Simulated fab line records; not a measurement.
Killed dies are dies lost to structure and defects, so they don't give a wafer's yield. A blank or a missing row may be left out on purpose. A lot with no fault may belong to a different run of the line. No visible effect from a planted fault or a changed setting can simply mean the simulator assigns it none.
A lot that was struck, set against a sound lot + flow sky130 + 43 steps out of a route of 708
Sound: these wafers, L312.1, L312.4, L312.5. Struck: wafer L322.2 (left out: L322.3, L322.4 of the same lot, which were not struck); the cause appears at the end.
Order at every step that has rows: each side's tool, ch and its chambers, its first start. Under that, the readings that differ: sound wafers + struck wafers + difference of the means + sigmas: that difference in standard deviations of wafers without a fault.
alike: words and numbers the same on both sides, and readings whose means are apart by under 2 such deviations; not compared: readings that were withheld, readings missing a value for some wafer, numbers with overlapping values and no deviation given by the record, and bounds like >300 which may hide the same value.
A row with sigmas, a row that says differs or no value, or rows on one side alone: a step with any of these is where the two part. Non-overlapping numbers with no deviation appear without sigmas and do not part them. Lack of a reading on every wafer of one side parts them only where that side has two or more wafers.

SKY_LI_CONTACT_OVL_MEAS_13:
  sound on overlay-02 at day 29 23:18; struck on overlay-02 at day 33 03:41
  alike: LI_CONTACT_OVL
then, 2 steps without rows for these wafers: SKY_LI_CONTACT_ETCH_14 (etches BARC in N2/H2, stops on SiO2, time 45.9 s, target depth 60 nm); SKY_LI_CONTACT_ETCH_15 (etches PSG in C4F8/O2/Ar, stops on Si, target depth 600 nm).
SKY_LI_CONTACT_STRIP_16: strips in O2/N2.
  sound on plasma-asher-02 ch 0, day 29 23:28; struck on plasma-asher-02 ch 0, day 33 03:50
  alike: drypump-motor-current-A, oes-product-au, strip-time-to-endpoint-s
  not compared: rf-hours-counter-h
then, 2 steps without rows for these wafers: SKY_LI_CONTACT_CLEAN_17 (cleans in NMP, time 600 s); SKY_LI_CONTACT_PRE_CLEAN_18 (time 5.6 s).
SKY_LI_CONTACT_SPUTTER_19: material Ti, target thk 20 nm, time 106.37 s.
  sound on pvd-sputter-02 at day 29 23:56; struck on pvd-sputter-04 at day 33 04:09
  alike: throttle-valve-pct
SKY_LI_CONTACT_SPUTTER_20: material TiN, target thk 20 nm, time 80 s.
  sound on pvd-sputter-02 at day 30 00:01; struck on pvd-sputter-04 at day 33 04:14
  alike: throttle-valve-pct
SKY_LI_CONTACT_CVD_21: deposits W, target thk 400 nm, time 120.56 s.
  sound on cvd-w-01 ch 0,1, day 30 00:04; struck on cvd-w-02 ch 1, day 33 04:17
  alike: heater-power-w
SKY_LI_CONTACT_RS_MEAS_22: measures by four-point-probe.
  sound on film-metro-02 at day 30 00:12; struck on film-metro-03 at day 33 04:26
  alike: LI_CONTACT_W_RS
SKY_LI_CONTACT_THK_MEAS_23: measures by xrf.
  sound on film-metro-02 at day 30 00:19; struck on film-metro-03 at day 33 04:33
  alike: LI_CONTACT_W_THK
then, 1 step without rows for these wafers: SKY_LI_CONTACT_CMP_24 (polishes, stops on PSG, t overpolish 20 s, target thk 0 nm).
SKY_LOCAL_INTERCONNECT_SPUTTER_00: material TiN, target thk 100 nm, time 83.3 s.
  sound on pvd-sputter-03 at day 30 00:41; struck on pvd-sputter-03 at day 33 04:54
  alike: throttle-valve-pct
SKY_LOCAL_INTERCONNECT_RS_MEAS_01: measures by four-point-probe.
  sound on film-metro-01 at day 30 00:44; struck on film-metro-04 at day 33 04:59
  alike: LOCAL_INTERCONNECT_TIN_RS
SKY_LOCAL_INTERCONNECT_THK_MEAS_02: measures by xrf.
  sound on film-metro-01 at day 30 00:52; struck on film-metro-04 at day 33 05:05
  alike: LOCAL_INTERCONNECT_TIN_THK
then, 8 steps without rows for these wafers: SKY_LOCAL_INTERCONNECT_DEHYDRATE_03 (time 60 s); SKY_LOCAL_INTERCONNECT_HMDS_04 (prime time 60 s); SKY_LOCAL_INTERCONNECT_COAT_05 (resist thk 60 nm); SKY_LOCAL_INTERCONNECT_COAT_06 (resist thk 450 nm); SKY_LOCAL_INTERCONNECT_SOFTBAKE_07 (time 90 s); SKY_LOCAL_INTERCONNECT_EXPOSE_08 (exposes mask LI1M, target cd 170 nm); SKY_LOCAL_INTERCONNECT_PEB_09; SKY_LOCAL_INTERCONNECT_DEVELOP_10 (develop time 60 s).
SKY_LOCAL_INTERCONNECT_CD_MEAS_11 targets a cd of 170 nm.
  sound on cd-sem-02 at day 31 04:22; struck on cd-sem-01 at day 34 07:42
  alike: cd-nm
SKY_LOCAL_INTERCONNECT_OVL_MEAS_12:
  sound on overlay-02 at day 31 04:29; struck on overlay-02 at day 34 07:49
| reading                     | sound    | struck | difference | sigmas |
|-----------------------------|----------|--------|------------|--------|
| LOCAL_INTERCONNECT_OVL (nm) | 13 10 11 | -2     | -13        | -3     |
then, 7 steps without rows for these wafers: SKY_LOCAL_INTERCONNECT_ETCH_13 (etches BARC in N2/H2, stops on SiO2, time 45.9 s, target depth 60 nm); SKY_LOCAL_INTERCONNECT_METAL_ETCH_14 (etches TiN in Cl2/BCl3, stops on PSG, target depth 110 nm, time 31.4 s); SKY_LOCAL_INTERCONNECT_STRIP_15 (strips in O2/N2); SKY_LOCAL_INTERCONNECT_STRIP_16 (strips in post etch residue remover, time 1200 s); SKY_LOCAL_INTERCONNECT_CLEAN_17 (cleans in IPA, time 180 s); SKY_LOCAL_INTERCONNECT_CLEAN_18 (cleans in O3/DIW); SKY_CONTACT_CVD_00 (deposits Si3N4, target thk 75 nm).
SKY_CONTACT_THK_MEAS_01:
  sound on film-metro-03 at day 31 05:16; struck on film-metro-03 at day 34 08:40
| reading                 | sound          | struck | difference | sigmas |
|-------------------------|----------------|--------|------------|--------|
| CONTACT_CVD_00_THK (nm) | 72.4 73.8 74.1 | 75.9   | +2.5       | +2     |
then, 1 step without rows for these wafers: SKY_CONTACT_HDPCVD_02 (deposits SiO2, target thk 565 nm, time 94.2 s).
SKY_CONTACT_THK_MEAS_03:
  sound on film-metro-01 at day 31 05:26; struck on film-metro-02 at day 34 08:48
  alike: CONTACT_HDPCVD_THK
SKY_CONTACT_CMP_04: polishes SiO2.
  sound on cmp-01 ch 1,2, day 31 05:32; struck on cmp-01 ch 3, day 34 08:51
| reading                | sound    | struck | difference | sigmas |
|------------------------|----------|--------|------------|--------|
| time-to-endpoint-s (s) | 92 97 93 | 76     | -18        | -3     |
  alike: motor-current-A
SKY_CONTACT_BOW_MEAS_05:
  sound on film-metro-02 at day 31 05:47; struck on film-metro-02 at day 34 09:10
  alike: CONTACT_BOW
then, 5 steps without rows for these wafers: SKY_CONTACT_DEHYDRATE_06 (time 60 s); SKY_CONTACT_HMDS_07 (prime time 60 s); SKY_CONTACT_COAT_08 (resist thk 60 nm); SKY_CONTACT_COAT_09 (resist thk 450 nm); SKY_CONTACT_SOFTBAKE_10 (time 90 s).
-- the record jumps here: 14 days lie between the struck wafers' starts before and after (it left off in module CONTACT and takes up again in module PAD_OPEN, whose first step shown is number 708 of the route) --
SKY_PAD_OPEN_PROBE_99:
  sound on prober-02 at day 46 07:24; struck on prober-01 at day 48 17:54
| reading            | sound    | struck                   | difference                   | sigmas |
|--------------------|----------|--------------------------|------------------------------|--------|
| hold               | - - -    | await-dispo/0.8h/release | no value on the sound wafers |        |
| killed-at-contacts | 33 16 27 | 82                       | +57                          | +11    |
| killed-dies        | 88 86 80 | 136                      | +51                          | +6     |
| killed-short       | 43 48 44 | 29                       | -16                          | -3     |
  alike: killed_at_M0_to_M3, killed_at_M4_up, killed-at-front-end, killed-at-other, killed-open

## WHERE THEY PART
At SKY_LOCAL_INTERCONNECT_OVL_MEAS_12 first; at SKY_PAD_OPEN_PROBE_99 last (within this record only).

WHY: what the simulator had put in
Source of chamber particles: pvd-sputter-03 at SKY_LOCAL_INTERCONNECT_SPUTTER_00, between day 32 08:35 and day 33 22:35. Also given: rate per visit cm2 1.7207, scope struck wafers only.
